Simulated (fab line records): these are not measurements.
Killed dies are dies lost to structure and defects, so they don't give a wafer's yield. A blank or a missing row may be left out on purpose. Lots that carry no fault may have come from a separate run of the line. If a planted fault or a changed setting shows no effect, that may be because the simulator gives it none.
fab line records | flow sky130
record lots=6 wafers=18 lastDay=50
route steps=708 shown LI_CONTACT@366 PAD_OPEN@708
lots that met no fault: taken from a fault-free run of the same line
startH: hours from the record's first day to the start of the lot's first wafer shown | waitH: hours elapsed since this lot's preceding step | " repeats the value in the row above | L1.1+2: a single row standing in for several wafers | - no value, or no start given | * or withheld: withheld | < > ~ a bound
route shown NAME@n: names a module that has steps shown in the file, with the first one's number in the route | usual: mean and standard deviation over wafers with no fault | same: alike in all rows | chamber/n: place in a boat | sites: each site's reading | _std_site: standard deviation of those values | _edge_site: inner sites' mean taken away from outer sites' mean | radiusMm: for every site, how far away it sits from the centre of the wafer | mask NAME#n: copy n | behind: the most recent tool/chamber to have shaped the wafer | hold: what put the lot on hold/how long, in hours/how the hold closed | device: which transistor (n, p or np) failed to switch | end of line: the same wafers' tests at the end of the route | a step without rows: its recipe alone | killed: the dies lost at the first sort to structure and to defects; this is not the yield of the wafer | map: a wafer's dies, x killed, . not, _ none there
set.NAME: the setting as run; set.NAME@STEP: as run at that earlier step | model.NAME: the simulator's own value behind a step, which no gauge read
lots seen at some steps along the route; tables by step, rows by wafer
services: when a tool's chamber went out of use (startH, in hours from the record's first day, below 0 if earlier), for how many hours, and the reason
## steps
# step SKY_LI_CONTACT_DEHYDRATE_04
# recipe tempC=200 timeS=60
# step SKY_LI_CONTACT_HMDS_05
# recipe primeTimeS=60 primeTempC=120
# step SKY_LI_CONTACT_COAT_06
# recipe resist=BARC tempC=withheld timeS=withheld spinRpm=3000 resistThkNm=60
# step SKY_LI_CONTACT_COAT_07
# recipe resist=KrF-thick spinRpm=3000 resistThkNm=450
# step SKY_LI_CONTACT_SOFTBAKE_08
# recipe tempC=100 timeS=90 resist=KrF-thick
# step SKY_LI_CONTACT_EXPOSE_09
# recipe maskId=LICM1 na=0.8 sourceShape=annular sigmaInner=0.55 sigmaOuter=0.85 targetCdNm=170 doseMj=38
# step SKY_LI_CONTACT_PEB_10
# recipe pebTempC=withheld pebTimeS=withheld resist=KrF-thick
# step SKY_LI_CONTACT_DEVELOP_11
# recipe developTimeS=60 resist=KrF-thick devTempC=21
# step SKY_LI_CONTACT_CD_MEAS_12
# recipe targetCdNm=170
# usual cdNm=170.3/1.7
# columns lot.wafer tool chamber startH waitH cdNm
L739.1 cdSem-02 - 670.14 - 172.1
L739.2 " - " " 171.0
L739.5 " - " " 173.2
L749.1 cdSem-02 - 765.45 - 173.9
L749.4 " - " " 172.4
L749.5 " - " " 173.8
L753.1 cdSem-02 - 783.03 - 170.3
L753.2 " - " " 170.3
L753.4 " - " " 169.6
L754.1 cdSem-01 - 794.55 - 166.7
L754.2 " - " " 168.6
L754.4 " - " " 168.8
L758.3 cdSem-02 - 827.89 - 172.0
L758.4 " - " " 174.3
L758.5 " - " " 173.1
L762.1 cdSem-02 - 844.73 - 171.2
L762.3 " - " " 169.0
L762.4 " - " " 171.1
# step SKY_LI_CONTACT_OVL_MEAS_13
# usual LI_CONTACT_OVL=-2/5.2
# columns lot.wafer tool chamber startH waitH LI_CONTACT_OVL[nm]
L739.1 overlay-01 - 670.26 0.1 -8
L739.2 " - " " -1
L739.5 " - " " -6
L749.1 overlay-01 - 765.57 0.1 -3
L749.4 " - " " -2
L749.5 " - " " -9
L753.1 overlay-02 - 783.15 0.1 -8
L753.2 " - " " 0
L753.4 " - " " 4
L754.1 overlay-01 - 794.67 0.1 -3
L754.2 " - " " 4
L754.4 " - " " 3
L758.3 overlay-02 - 827.98 0.1 0
L758.4 " - " " 1
L758.5 " - " " 8
L762.1 overlay-02 - 844.85 0.1 0
L762.3 " - " " -1
L762.4 " - " " -8
# step SKY_LI_CONTACT_ETCH_14
# recipe chemistry=N2/H2 target=BARC ionEnergyEv=200 sourceW=500 biasW=100 pressureMtorr=30 n2FlowSccm=100 h2FlowSccm=200 stopOn=SiO2 timeS=45.9 targetDepthA=600
# usual drypumpMotorCurrentA=5.6/0.31 oesProductAu=0.854/0.0045 throttleValvePct=13.225/0.0094
# columns lot.wafer tool chamber startH waitH drypumpMotorCurrentA oesProductAu rfHoursCounterH throttleValvePct
L739.1 rieDiel-03 1 670.30 0.0 5.7 0.850 12 13.219
L739.2 " 0 " " 6.0 0.857 6 13.225
L739.5 " 0 " " 6.0 0.851 - 13.223
L749.1 rieDiel-03 2 765.60 0.0 5.3 0.854 37 13.220
L749.4 " 3 " " 5.7 0.857 3 13.237
L749.5 " 0 " " 6.0 0.859 - 13.222
L753.1 rieDiel-04 2 783.18 0.0 5.1 0.861 7 13.222
L753.2 " 0 " " 5.4 0.853 4 13.205
L753.4 " 3 " " 5.6 0.858 19 13.217
L754.1 rieDiel-03 3 794.70 0.0 5.7 0.859 4 13.219
L754.2 " 0 " " 5.9 0.855 9 13.225
L754.4 " 1 " " 5.7 0.856 - 13.234
L758.3 rieDiel-03 0 828.00 0.0 6.0 0.846 10 13.212
L758.4 " 2 " " 5.3 0.848 1 13.234
L758.5 " 3 " " 5.7 0.855 - 13.230
L762.1 rieDiel-03 3 844.88 0.0 5.7 0.860 5 13.234
L762.3 " 2 " " 5.3 0.855 1 13.224
L762.4 " 1 " " 5.7 0.860 15 13.229
# step SKY_LI_CONTACT_ETCH_15
# recipe target=PSG chemistry=C4F8/O2/Ar stopOn=Si taperDeg=4.15 maskMaterial=KrF-thick sourceW=1500 biasW=1200 pressureMtorr=40 c4f8FlowSccm=withheld O2_flow_sccm=6 Ar_flow_sccm=300 timeS=withheld targetDepthA=6000
# usual oesProductAu=0.836/0.0046
# columns lot.wafer tool chamber startH waitH oesProductAu
L739.1 rieDiel-03 1 670.34 0.0 0.837
L739.2 " 0 " " 0.831
L739.5 " 0 " " 0.832
L749.1 rieDiel-03 2 765.64 0.0 0.824
L749.4 " 3 " " 0.834
L749.5 " 0 " " 0.838
L753.1 rieDiel-04 2 783.23 0.0 0.835
L753.2 " 0 " " 0.838
L753.4 " 3 " " 0.832
L754.1 rieDiel-03 3 794.74 0.0 0.832
L754.2 " 0 " " 0.833
L754.4 " 1 " " 0.839
L758.3 rieDiel-03 0 828.04 0.0 0.847
L758.4 " 2 " " 0.838
L758.5 " 3 " " 0.842
L762.1 rieDiel-03 3 844.93 0.0 0.837
L762.3 " 2 " " 0.838
L762.4 " 1 " " 0.838
# step SKY_LI_CONTACT_STRIP_16
# recipe chemistry=O2/N2 powerW=1400 pressureMtorr=1500 platenTempC=withheld o2FlowSccm=3000 n2FlowSccm=300 overashFraction=0.5
# usual drypumpMotorCurrentA=5.8/0.38 oesProductAu=0.376/0.0044 overashFraction=0.5/0 stripTimeToEndpointS=3.493/0.026
# columns lot.wafer tool chamber startH waitH drypumpMotorCurrentA oesProductAu overashFraction rfHoursCounterH stripTimeToEndpointS
L739.1 plasmaAsher-02 1 670.43 - 6.2 0.380 0.5 87 3.497
L739.2 " 0 " " 5.4 0.367 0.5 87 3.497
L739.5 " 0 " " 5.4 0.379 0.5 - 3.487
L749.1 plasmaAsher-03 1 765.73 - 5.5 0.376 0.5 64 3.515
L749.4 " 1 " " 5.5 0.381 0.5 - 3.532
L749.5 " 1 " " 5.5 0.374 0.5 - 3.510
L753.1 plasmaAsher-03 0 783.31 - 6.1 0.376 0.5 68 3.467
L753.2 " 1 " " 5.5 0.378 0.7 68 3.480
L753.4 " 1 " " 5.5 0.370 0.7 - 3.475
L754.1 plasmaAsher-03 0 794.83 - 6.1 0.376 0.5 69 3.508
L754.2 " 1 " " 5.5 0.377 0.7 69 3.507
L754.4 " 0 " " 6.1 0.379 0.5 - 3.529
L758.3 plasmaAsher-02 1 828.16 - 6.3 0.382 0.5 - 3.484
L758.4 " 0 " " 5.4 0.380 0.5 - 3.499
L758.5 " 0 " " 5.4 0.373 0.5 - 3.493
L762.1 plasmaAsher-02 1 845.01 - 6.2 0.377 0.5 109 3.499
L762.3 " 1 " " 6.3 0.375 0.5 - 3.539
L762.4 " 0 " " 5.3 0.377 0.5 - 3.505
# step SKY_LI_CONTACT_CLEAN_17
# recipe chemistry=NMP timeS=600 tempC=60 dry=n2Spin
# step SKY_PAD_OPEN_PROBE_99
# usual killed_at_M0_to_M3=44/6.6 killed_at_M4_up=3.4/1.9 killedAtContacts=25/5.6 killedAtFrontEnd=15/4.6 killedAtOther=0.3/0.6 killedDies=88/9.5 killedOpen=47/7.1 killedShort=40/6.4
# same grossDies=492 killedAtBackSide=0
# columns lot.wafer tool chamber startH waitH killed_at_M0_to_M3 killed_at_M4_up killedAtContacts killedAtFrontEnd killedAtOther killedDies killedOpen killedShort
L749.1 prober-02 - 1137.41 0.1 48 7 23 13 0 91 41 49
L749.4 prober-02 - 1137.56 0.2 37 2 20 18 0 77 50 26
L749.5 prober-02 - 1137.61 0.2 44 3 20 14 0 81 45 35
L753.1 prober-02 - 1152.02 0.1 49 1 24 10 0 84 44 40
L753.2 prober-02 - 1152.07 0.1 33 6 22 16 1 78 31 47
L753.4 prober-02 - 1152.17 0.2 31 3 21 16 0 71 35 36
L754.1 prober-01 - 1158.67 0.1 47 3 20 19 0 89 48 41
L754.2 prober-01 - 1158.72 0.1 46 4 19 23 1 93 49 44
L754.4 prober-01 - 1158.82 0.2 35 2 25 10 0 72 46 26
L758.3 prober-02 - 1184.21 0.2 54 4 26 13 0 97 57 40
L758.4 prober-02 - 1184.26 0.2 44 2 19 12 1 78 40 38
L758.5 prober-02 - 1184.31 0.2 48 3 30 13 0 94 55 39
L762.1 prober-02 - 1193.04 0.1 55 5 18 16 0 94 50 44
L762.3 prober-02 - 1193.14 0.2 49 7 24 7 0 87 46 41
L762.4 prober-02 - 1193.19 0.2 40 4 33 13 0 90 48 42
# killed by level:class
L749.1 VIA1:geometricParticle:open=14 VIA1:geometricParticle:short=8 CONTACT:geometricParticle:open=7 POLY_GATE:geometricParticle:short=6 METAL2:geometricParticle:short=5 LOCAL_INTERCONNECT:geometricParticle:short=5 CONTACT:geometricParticle:short=5 METAL1:geometricParticle:short=5
L749.4 LI_CONTACT:geometricParticle:open=10 VIA1:geometricParticle:open=9 CONTACT:geometricParticle:open=8 POLY_GATE:geometricParticle:open=6 VIA1:geometricParticle:short=6 VIA2:geometricParticle:open=5 VIA3:geometricParticle:short=5 VIA3:geometricParticle:open=4
L749.5 VIA1:geometricParticle:open=13 CONTACT:geometricParticle:open=8 LI_CONTACT:geometricParticle:open=6 VIA2:geometricParticle:open=5 VIA3:geometricParticle:short=5 LI_CONTACT:geometricParticle:short=4 VIA1:geometricParticle:short=4 VIA3:geometricParticle:open=4
L753.1 VIA1:geometricParticle:open=9 LI_CONTACT:geometricParticle:open=8 METAL1:geometricParticle:short=8 VIA2:geometricParticle:open=7 VIA3:geometricParticle:open=6 LOCAL_INTERCONNECT:geometricParticle:short=5 CONTACT:geometricParticle:open=5 VIA1:geometricParticle:short=5
L753.2 CONTACT:geometricParticle:open=7 VIA1:geometricParticle:open=7 FIELD_ISO:geometricParticle:short=6 LI_CONTACT:geometricParticle:open=6 METAL1:geometricParticle:short=6 METAL2:geometricParticle:short=5 VIA3:geometricParticle:short=4 LOCAL_INTERCONNECT:geometricParticle:short=4
L753.4 CONTACT:geometricParticle:open=7 METAL2:geometricParticle:short=7 VIA1:geometricParticle:open=6 LI_CONTACT:geometricParticle:open=5 CONTACT:geometricParticle:short=5 POLY_GATE:geometricParticle:short=4 POLY_GATE:geometricParticle:open=4 VIA2:geometricParticle:open=4
L754.1 VIA1:geometricParticle:open=13 METAL2:geometricParticle:short=11 POLY_GATE:geometricParticle:open=6 CONTACT:geometricParticle:open=6 VIA2:geometricParticle:open=6 LI_CONTACT:geometricParticle:open=5 VIA1:geometricParticle:short=4 METAL3:geometricParticle:short=4
L754.2 VIA1:geometricParticle:open=14 POLY_GATE:geometricParticle:short=8 VIA2:geometricParticle:open=7 POLY_GATE:geometricParticle:open=6 CONTACT:geometricParticle:open=5 LOCAL_INTERCONNECT:geometricParticle:short=5 LI_CONTACT:geometricParticle:open=4 VIA1:geometricParticle:short=4
L754.4 VIA1:geometricParticle:open=9 VIA3:geometricParticle:open=8 VIA2:geometricParticle:open=7 LI_CONTACT:geometricParticle:open=6 CONTACT:geometricParticle:open=6 CONTACT:geometricParticle:short=6 POLY_GATE:geometricParticle:open=4 POLY_GATE:geometricParticle:short=3
L758.3 VIA1:geometricParticle:open=13 CONTACT:geometricParticle:open=9 VIA2:geometricParticle:open=9 METAL1:geometricParticle:short=9 VIA1:geometricParticle:short=8 VIA3:geometricParticle:open=8 LI_CONTACT:geometricParticle:open=6 LI_CONTACT:geometricParticle:short=5
L758.4 VIA1:geometricParticle:open=9 CONTACT:geometricParticle:open=8 VIA1:geometricParticle:short=7 METAL2:geometricParticle:short=6 VIA2:geometricParticle:open=5 VIA3:geometricParticle:open=5 LI_CONTACT:geometricParticle:open=4 LOCAL_INTERCONNECT:geometricParticle:short=4
L758.5 CONTACT:geometricParticle:open=16 VIA1:geometricParticle:open=12 LI_CONTACT:geometricParticle:open=8 METAL1:geometricParticle:short=7 FIELD_ISO:geometricParticle:short=6 VIA2:geometricParticle:open=6 METAL3:geometricParticle:short=6 VIA1:geometricParticle:short=5
L762.1 VIA1:geometricParticle:open=12 METAL1:geometricParticle:short=7 VIA2:geometricParticle:open=7 CONTACT:geometricParticle:open=6 VIA1:geometricParticle:short=6 VIA3:geometricParticle:open=6 LI_CONTACT:geometricParticle:open=5 FIELD_ISO:geometricParticle:open=4
L762.3 VIA1:geometricParticle:open=13 CONTACT:geometricParticle:open=9 CONTACT:geometricParticle:short=7 METAL2:geometricParticle:short=7 VIA2:geometricParticle:open=6 VIA2:geometricParticle:short=5 METAL3:geometricParticle:short=5 VIA3:geometricParticle:open=5
L762.4 LI_CONTACT:geometricParticle:open=12 LOCAL_INTERCONNECT:geometricParticle:short=9 CONTACT:geometricParticle:open=9 METAL2:geometricParticle:short=7 VIA3:geometricParticle:open=7 VIA2:geometricParticle:open=6 METAL1:geometricParticle:short=6 VIA1:geometricParticle:open=6
## services
# columns tool chamber startH hours kind
rieDiel-03 1 685.19 12.9 repair
rieDiel-03 3 687.62 3.3 repair
rieDiel-04 3 700.52 3.8 repair
rieDiel-04 1 707.18 5.0 repair
rieDiel-04 - 713.20 1.0 repair
rieDiel-03 - 727.46 2.8 pm
plasmaAsher-02 - 766.42 12.0 repair
rieDiel-03 2 778.33 - clean
rieDiel-03 2 778.33 17.1 scheduledDown
rieDiel-03 2 778.33 17.1 ventCycle
rieDiel-04 1 804.37 - clean
rieDiel-04 1 804.37 16.9 scheduledDown
rieDiel-04 1 804.37 16.9 ventCycle
rieDiel-03 - 809.42 0.3 repair
rieDiel-04 2 812.83 54.2 repair
rieDiel-03 3 819.27 6.7 repair
## key
firstSign step=SKY_LI_CONTACT_STRIP_16 reading=overashFraction direction=up sigmas=99+ usual=0.5 struck=0.7
effect none on later readings
metAt SKY_LI_CONTACT_STRIP_16
struckWafers L753.2,L753.4,L754.2
testerLeftOut L753,L754
onsetBetween 765.73 783.31
fault kind=processParameterDrift tool=plasmaAsher-03 chamber=1 onsetH=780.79 steps=SKY_LI_CONTACT_STRIP_16 channel=overashFraction offset=0.2 shape=step endH=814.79 actsIn=theseRecipesOnly stated=0.5
# testerLeftOut: of these lots the tester's yield and bins aren't shown, on N5 and GAA mostly nor the transistor test; their killed dies are dies lost to structure and defects alone, not to doping, threshold or leakage, so they don't give the yield
